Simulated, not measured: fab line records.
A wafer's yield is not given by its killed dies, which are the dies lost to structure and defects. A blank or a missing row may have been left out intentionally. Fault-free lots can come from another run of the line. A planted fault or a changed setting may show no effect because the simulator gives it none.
2 desks looking at one fault ; flow sfq-line ; only its own numbers are on each desk; what lay behind them is given at the end

== THE TOOL OWNER'S DESK: rie-diel-03 ==
The tool's own readings at SFQ_TRILAYER_L0_VIA_BARC_OPEN_VIA_ETCH_021 (etches BARC in O2, target depth 125 nm, time 41.7 s): means of the sampled wafers that have a number, for each lot that ran on this tool. A lot is out of limits, marked OUT, if its mean lies more than 4 standard deviations from the usual mean; the brackets give that distance.
Columns: A = bias-w at SFQ_TRILAYER_L0_VIA_BARC_OPEN_VIA_ETCH_021, usual 79.98 W; B = drypump-motor-current-A at SFQ_TRILAYER_L0_VIA_BARC_OPEN_VIA_ETCH_021, usual 5.6 A; C = oes-product-au at SFQ_TRILAYER_L0_VIA_BARC_OPEN_VIA_ETCH_021, usual 0.686 a.u.; D = run-length-s at SFQ_TRILAYER_L0_VIA_BARC_OPEN_VIA_ETCH_021, usual 70.1 s
lot;first seen here;A;B;C;D
L329;day 9 20:14;80.07;5.6;0.686;70.2
L339;day 13 20:01;80.30;5.1;0.724 (+8.0) OUT;67.8 (-4.6) OUT
L340;day 14 09:13;80.13;5.3;0.721 (+7.4) OUT;67.4 (-5.6) OUT
This desk's verdict: out of limits on L339, L340, starting with L339 at day 13 20:01 (oes-product-au at SFQ_TRILAYER_L0_VIA_BARC_OPEN_VIA_ETCH_021). In limits: L329.

== FROM THE METROLOGY DESK ==
Means of the sampled wafers that have a number, per lot and without regard to the tool the lot ran on: this is what the gauges read. A lot is out of limits, marked OUT, if its mean lies more than 4 standard deviations from the usual mean; the brackets give that distance.
Columns: A = L0V_OVL at SFQ_L0V_OVL_MEAS_903, usual -1 nm
lot;first seen here;A
L319;day 7 09:55;-7
L323;day 8 17:48;-3
L329;day 9 20:11;-14
L331;day 9 22:36;-6
L339;day 13 19:59;3
L340;day 14 09:11;2
This desk's finding: nothing out of limits on any of the 6 lots.

== ALL TOGETHER ==
The tool owner's desk had the chance to raise an alarm at day 13 20:01 on L339, L340.
From the metrology desk's view, nothing was out of limits.
The metrology desk has L339, L340 on record, within its limits.
All the named lots went through SFQ_TRILAYER_L0_VIA_BARC_OPEN_VIA_ETCH_021 on rie-diel-03.

== WHAT THE SIMULATOR HAD PUT IN ==
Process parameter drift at SFQ_TRILAYER_L0_VIA_BARC_OPEN_VIA_ETCH_021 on rie-diel-03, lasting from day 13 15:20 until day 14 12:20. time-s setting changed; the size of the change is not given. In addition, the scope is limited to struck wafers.
Lots struck among those shown: L339, L340.
Time in hours from fault onset to the first out-of-limits reading at each desk: the tool owner's desk, 5.
